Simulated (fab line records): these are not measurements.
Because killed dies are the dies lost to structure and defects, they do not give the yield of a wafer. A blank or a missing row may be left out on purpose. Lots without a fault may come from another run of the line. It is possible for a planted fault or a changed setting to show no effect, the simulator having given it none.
Which tool is to blame? + flow gf180mcu + route of 602 steps, sampled at 1 step: 12 lots, 36 wafers

== WHAT THE GAUGES READ, wafer by wafer ==
GF_V5_THK_MEAS_01. Usual: V5_CVD_00_THK 300.7 nm, standard deviation 3.
| lot  | measured     | on            | V5_CVD_00_THK (nm) | flag |
|------|--------------|---------------|--------------------|------|
| L238 | day 26 14:58 | film_metro-04 | 299.3 300.4 303.2  |      |
| L240 | day 27 08:14 | film_metro-01 | 306.3 305.0 302.9  |      |
| L241 | day 27 13:32 | film_metro-01 | 300.8 301.3 300.5  |      |
| L251 | day 30 12:56 | film_metro-01 | 304.5 308.2 304.8  |      |
| L253 | day 31 08:27 | film_metro-04 | 305.5 307.6 303.9  |      |
| L254 | day 31 09:14 | film_metro-03 | 298.8 304.5 299.1  |      |
| L255 | day 31 14:23 | film_metro-03 | 302.2 300.8 301.7  |      |
| L256 | day 31 21:06 | film_metro-04 | 301.7 301.0 300.8  |      |
| L257 | day 32 05:28 | film_metro-04 | 296.5 301.3 296.5  |      |
| L258 | day 32 09:16 | film_metro-03 | 298.2 296.6 301.9  |      |
| L259 | day 32 15:35 | film_metro-01 | 297.7 301.6 297.8  |      |
| L260 | day 32 18:25 | film_metro-04 | 301.8 298.3 300.6  |      |

== EACH LOT AND THE TOOL THAT RAN IT (in order: tool; ch and the chambers of the sampled wafers; start) ==
The record holds no process step before these readings.

== AS READ BY THE TOOLS THEMSELVES (means over the sampled wafers that have a number; for cases with no such wafer, the mark the record gives instead) ==
The record holds no such reading with a usual standard deviation.

== THE ANSWER, worked out from the rows above alone ==
Rule: a lot is off if the mean of its wafers that have a number lies more than 3 standard deviations from the usual mean. A lot without any number at a reading at which 4 lots or more have one is off too. The other lots that the step has rows for count as sound. Order of review: gauges by route order, followed by the tools' own readings, for which a lot's mean as printed above is used. The first step at which some lot is off is used, and at that step the reading that is off furthest; a lot without a number counts as furthest.
Across all readings shown, no lot is off: no conclusion can be drawn from this.

== WHAT THE SIMULATOR HAD INSERTED ==
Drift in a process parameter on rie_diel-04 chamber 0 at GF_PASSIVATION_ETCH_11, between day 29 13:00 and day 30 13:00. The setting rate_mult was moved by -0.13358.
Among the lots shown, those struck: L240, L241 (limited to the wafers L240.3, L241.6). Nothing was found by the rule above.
